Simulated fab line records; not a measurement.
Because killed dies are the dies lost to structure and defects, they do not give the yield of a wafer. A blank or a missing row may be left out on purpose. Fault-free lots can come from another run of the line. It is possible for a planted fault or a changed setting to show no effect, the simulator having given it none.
A struck lot beside a sound one	flow sky130	17 out of 708 route steps
Sound: the wafers L612.2, L612.4, L612.5. Struck: wafer L617.2 (left out: L617.5, a lot-mate that was not struck); the cause follows at the end.
For every step that has rows: the tool of each side, followed by ch and its chambers, followed by its first start. Under that, the readings that differ: sound wafers	struck wafers	difference of the means	sigmas: that difference in standard deviations of wafers without a fault.
alike: a reading whose means differ by less than 2 such deviations, as well as words and numbers matching on both sides. not compared: withheld readings; readings where some wafer has no value; bounds like >300 that might hide an equal value; numbers whose values overlap and for which the record gives no deviation.
A row with sigmas, a row that says differs or no value, or rows on one side alone: a step with any of these is where the two part. Numbers that have no deviation but don't overlap get no sigmas and don't part them. Lack of a reading on every wafer of one side parts them only where that side has two or more wafers.

first, 4 steps without rows for these wafers: SKY_VT_ADJUST_LVTN_SOFTBAKE_14 (time 60 s); SKY_VT_ADJUST_LVTN_EXPOSE_15 (exposes mask HVN STD DERIVED, target cd 600 nm); SKY_VT_ADJUST_LVTN_PEB_16; SKY_VT_ADJUST_LVTN_DEVELOP_17 (develop time 60 s).
SKY_VT_ADJUST_LVTN_OVL_MEAS_18:
  sound: overlay-01 at day 7 16:10; struck: overlay-01 at day 8 23:38
reading	sound	struck	difference	sigmas
VT_ADJUST_LVTN_01_OVL (nm)	-3.2 -2.1 -0.4	1.2	+3.1	+2
then, 1 step without rows for these wafers: SKY_VT_ADJUST_LVTN_IMPLANT_19.
SKY_VT_ADJUST_LVTN_STRIP_20: strips in O2/N2.
  sound on plasma-asher-03 ch 0,1, day 7 16:20; struck on plasma-asher-03 ch 0, day 8 23:49
  alike: drypump-motor-current-A, n2-flow-sccm, o2-flow-sccm, oes-product-au, strip-time-to-endpoint-s
  not compared: rf-hours-counter-h
SKY_VT_ADJUST_LVTN_TW_MEAS_21:
  sound: film-metro-01 at day 7 16:27; struck: film-metro-04 at day 8 23:55
  alike: VT_ADJUST_LVTN_2_TW
then, 4 steps without rows for these wafers: SKY_VT_ADJUST_NCORE_DEHYDRATE_00 (time 60 s); SKY_VT_ADJUST_NCORE_HMDS_01 (prime time 60 s); SKY_VT_ADJUST_NCORE_COAT_02 (resist thk 1140 nm); SKY_VT_ADJUST_NCORE_SOFTBAKE_03 (time 60 s).
SKY_VT_ADJUST_NCORE_EXPOSE_04: exposes mask LVTN COMPLEMENT THIN, target cd 380 nm.
  sound on iline-stepper-01 ch 0, day 8 02:50; struck on iline-stepper-01 ch 0, day 9 08:50
  alike: mask, focus-offset-nm
then, 2 steps without rows for these wafers: SKY_VT_ADJUST_NCORE_PEB_05; SKY_VT_ADJUST_NCORE_DEVELOP_06 (develop time 60 s).
SKY_VT_ADJUST_NCORE_CD_MEAS_07: the cd target is 380 nm.
  sound: cd-sem-02 at day 8 12:55; struck: cd-sem-02 at day 9 20:31
reading	sound	struck	difference	sigmas
cd-nm (nm)	379.7 381.3 379.5	356.2	-24.0	-10
SKY_VT_ADJUST_NCORE_OVL_MEAS_08:
  sound: overlay-02 at day 8 13:02; struck: overlay-02 at day 9 20:38
  alike: VT_ADJUST_NCORE_OVL

WHERE THEY PART
Last at SKY_VT_ADJUST_NCORE_CD_MEAS_07 as far as this record goes, first at SKY_VT_ADJUST_LVTN_OVL_MEAS_18. Later steps at which nothing parts them and some readings are alike: SKY_VT_ADJUST_NCORE_OVL_MEAS_08.

WHY: the cause the simulator had injected
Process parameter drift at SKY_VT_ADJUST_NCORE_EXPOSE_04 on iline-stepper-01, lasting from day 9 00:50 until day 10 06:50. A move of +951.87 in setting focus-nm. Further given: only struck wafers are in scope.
